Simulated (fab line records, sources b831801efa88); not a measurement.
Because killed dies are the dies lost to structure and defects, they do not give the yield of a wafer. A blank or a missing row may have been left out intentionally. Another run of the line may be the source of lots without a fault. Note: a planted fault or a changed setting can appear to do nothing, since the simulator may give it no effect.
A lot that was struck, set against a sound lot + flow sky130 + 23 out of 708 route steps
Sound: the wafers L209.1, L209.3, L209.5. Wafers struck: L229.3, L229.4, L229.6. The cause is named last.
At each step with rows: each side's tool, then ch and its chambers, then its first start. Under that, the readings that differ: sound wafers + struck wafers + difference of the means + sigmas: that difference in standard deviations of wafers without a fault.
alike: same words and numbers on both sides, and readings whose means sit less than 2 such deviations apart. not compared: any withheld reading, any reading some wafer has no value for, any bound like >300 that may hide the same value, and any number with overlapping values for which the record gives no deviation.
Wherever a step has rows on one side only, a row that says differs or no value, or a row with sigmas, the two part there. Numbers that don't overlap but have no deviation are shown without sigmas and don't part them. A reading that every wafer of one side lacks parts them only if that side has two wafers or more.

SKY_METAL2_ETCH_18: etches BARC in N2/H2, stops on SiO2, time 45.9 s, target depth 60 nm.
  sound on rie-metal-01 ch 0,1, day 35 07:14; struck on rie-metal-04 ch 0,1, day 42 13:22
  alike: drypump-motor-current-A, h2-flow-sccm, oes-product-au, throttle-valve-pct
  not compared: rf-hours-counter-h
SKY_METAL2_METAL_ETCH_19: etches the open film in Cl2/BCl3, stops on SiO2, target depth 360 nm, time 78 s.
  sound on rie-metal-01 ch 0,1, day 35 07:17; struck on rie-metal-04 ch 0,1, day 42 13:26
| reading             | sound             | struck            | difference | sigmas |
|---------------------|-------------------|-------------------|------------|--------|
| mfc-cl2-sccm (sccm) | 59.74 59.93 59.76 | 60.33 60.06 60.35 | +0.44      | +2     |
  alike: drypump-motor-current-A, oes-product-au, throttle-valve-pct
  not compared: rf-hours-counter-h
SKY_METAL2_STRIP_20: strips in O2/N2.
  sound on plasma-asher-01 ch 0,1, day 35 07:23; struck on plasma-asher-03 ch 0,1, day 42 13:32
| reading                      | sound          | struck         | difference | sigmas |
|------------------------------|----------------|----------------|------------|--------|
| strip-time-to-endpoint-s (s) | 2.82 2.68 2.81 | 2.57 2.65 2.60 | -0.16      | -3     |
  alike: drypump-motor-current-A, oes-product-au
  not compared: rf-hours-counter-h
then, 4 steps without rows for these wafers: SKY_METAL2_STRIP_21 (strips in post etch residue remover, time 1200 s); SKY_METAL2_CLEAN_22 (cleans in IPA, time 180 s); SKY_METAL2_CLEAN_23 (cleans in O3/DIW); SKY_VIA2_HDPCVD_00 (deposits SiO2, target thk 1180 nm, time 196.7 s).
SKY_VIA2_THK_MEAS_01:
  sound: film-metro-04 at day 35 08:06; struck: film-metro-03 at day 42 14:15
  alike: VIA2_HDPCVD_THK
SKY_VIA2_CMP_02: polishes SiO2.
  sound on cmp-01 ch 0,1,2, day 35 08:10; struck on cmp-01 ch 0,1,2, day 42 14:23
  alike: edge-zone-pressure-frac, motor-current-A, slurry-filter-dp-kPa
SKY_VIA2_BOW_MEAS_03:
  sound: film-metro-03 at day 35 08:28; struck: film-metro-02 at day 42 14:38
  alike: VIA2_BOW
then, 2 steps without rows for these wafers: SKY_VIA2_DEHYDRATE_04 (time 60 s); SKY_VIA2_HMDS_05 (prime time 60 s).
SKY_VIA2_COAT_06: resist thk 60 nm.
  sound on litho-track-04 ch 0, day 35 21:01; struck on litho-track-04 ch 0, day 43 02:37
then, 5 steps without rows for these wafers: SKY_VIA2_COAT_07 (resist thk 450 nm); SKY_VIA2_SOFTBAKE_08 (time 90 s); SKY_VIA2_EXPOSE_09 (exposes mask VIM2, target cd 200 nm); SKY_VIA2_PEB_10; SKY_VIA2_DEVELOP_11 (develop time 60 s).
SKY_VIA2_CD_MEAS_12: target cd 200 nm.
  sound: cd-sem-01 at day 36 10:08; struck: cd-sem-01 at day 43 14:07
  alike: cd-nm
SKY_VIA2_OVL_MEAS_13:
  sound: overlay-01 at day 36 10:15; struck: overlay-01 at day 43 14:13
  alike: VIA2_OVL
SKY_VIA2_ETCH_14: etches BARC in N2/H2, stops on SiO2, time 45.9 s, target depth 60 nm.
  sound on rie-diel-04 ch 0,1, day 36 10:17; struck on rie-diel-04 ch 0,1,3, day 43 14:14
| reading                  | sound             | struck            | difference | sigmas |
|--------------------------|-------------------|-------------------|------------|--------|
| oes-product-au (a.u.)    | 0.861 0.860 0.859 | 0.841 0.839 0.841 | -0.020     | -4     |
| model.etch.depth-nm (nm) | 60.11 60.23 60.09 | 58.45 58.56 58.29 | -1.71      |        |
  alike: drypump-motor-current-A, h2-flow-sccm, throttle-valve-pct
  not compared: rf-hours-counter-h
SKY_VIA2_ETCH_15: etches SiO2 in C4F8/O2/Ar, stops on TiN, target depth 546 nm, time 84 s.
  sound on rie-diel-04 ch 0,1, day 36 10:20; struck on rie-diel-04 ch 0,1,3, day 43 14:17
  alike: oes-product-au
  not compared: rf-hours-counter-h
-- the record jumps here: 8 days lie between the struck wafers' starts before and after (it left off in module VIA2 and takes up again in module PAD_OPEN, whose first step shown is number 708 of the route) --
SKY_PAD_OPEN_PROBE_99:
  sound: prober-02 at day 45 20:37; struck: prober-02 at day 51 06:55
  alike: defect-limited-yield, killed_at_M0_to_M3, killed_at_M4_up, killed-at-contacts, killed-at-front-end, killed-at-other, killed-dies, killed-open, killed-short, sort_bin_3_pad_short, sort_bin_5_function, sort_bin_6_memory, sort-n-pass, sort-yield-pct

## WHERE THEY PART
Last at SKY_VIA2_ETCH_14 as far as this record goes, first at SKY_METAL2_METAL_ETCH_19. Later steps at which nothing parts them and some readings are alike: SKY_VIA2_ETCH_15, SKY_PAD_OPEN_PROBE_99.

WHY: what the simulator had put in
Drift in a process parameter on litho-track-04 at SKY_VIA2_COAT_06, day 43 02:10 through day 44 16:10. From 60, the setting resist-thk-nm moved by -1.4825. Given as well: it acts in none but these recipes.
